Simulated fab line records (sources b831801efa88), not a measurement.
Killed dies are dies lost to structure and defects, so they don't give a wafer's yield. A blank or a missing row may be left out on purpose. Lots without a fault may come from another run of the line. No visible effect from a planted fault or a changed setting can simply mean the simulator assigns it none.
What tool caused it? ; flow sky130 ; route of 708 steps, sampled at 1 step: 6 lots, 18 wafers

## WHAT EACH GAUGE READ, for each wafer
SKY_SONOS_ONO_OVL_MEAS_14.
lot;measured;on;SONOS_ONO_OVL (nm)
L828;day 13 04:45;overlay-01;-1.4 -0.1 0.8
L830;day 14 07:41;overlay-02;0.8 0.1 1.6
L842;day 18 01:05;overlay-01;-1.0 -1.8 -2.2
L845;day 19 07:11;overlay-01;-0.1 -0.2 0.9
L847;day 19 19:45;overlay-01;-0.4 -0.5 2.9
L849;day 20 08:14;overlay-02;2.4 1.9 0.1

## WHICH TOOL RAN EACH LOT (tool, then ch and the chambers of the sampled wafers, then the start)
There is no process step in the record ahead of these readings.

## THE ANSWER, worked out from the rows above alone
Rule: what is usual is taken from the lots themselves. The widest of any qualifying gaps counts: lots, ordered by their means at a reading, are off when they make up no more than a third of the lots, leave a main group of 4 or more, and stand apart from it by 3 or more times the standard deviation of that group's means. If all means in a main group match to the digits the tables above print for the reading, that group is not used. A lot without any number at a reading at which 4 lots or more have one is off too. All remaining lots with rows at the step are treated as sound.
None of the lots is off at any reading shown; this tells nothing.

## WHAT HAD BEEN PUT IN BY THE SIMULATOR
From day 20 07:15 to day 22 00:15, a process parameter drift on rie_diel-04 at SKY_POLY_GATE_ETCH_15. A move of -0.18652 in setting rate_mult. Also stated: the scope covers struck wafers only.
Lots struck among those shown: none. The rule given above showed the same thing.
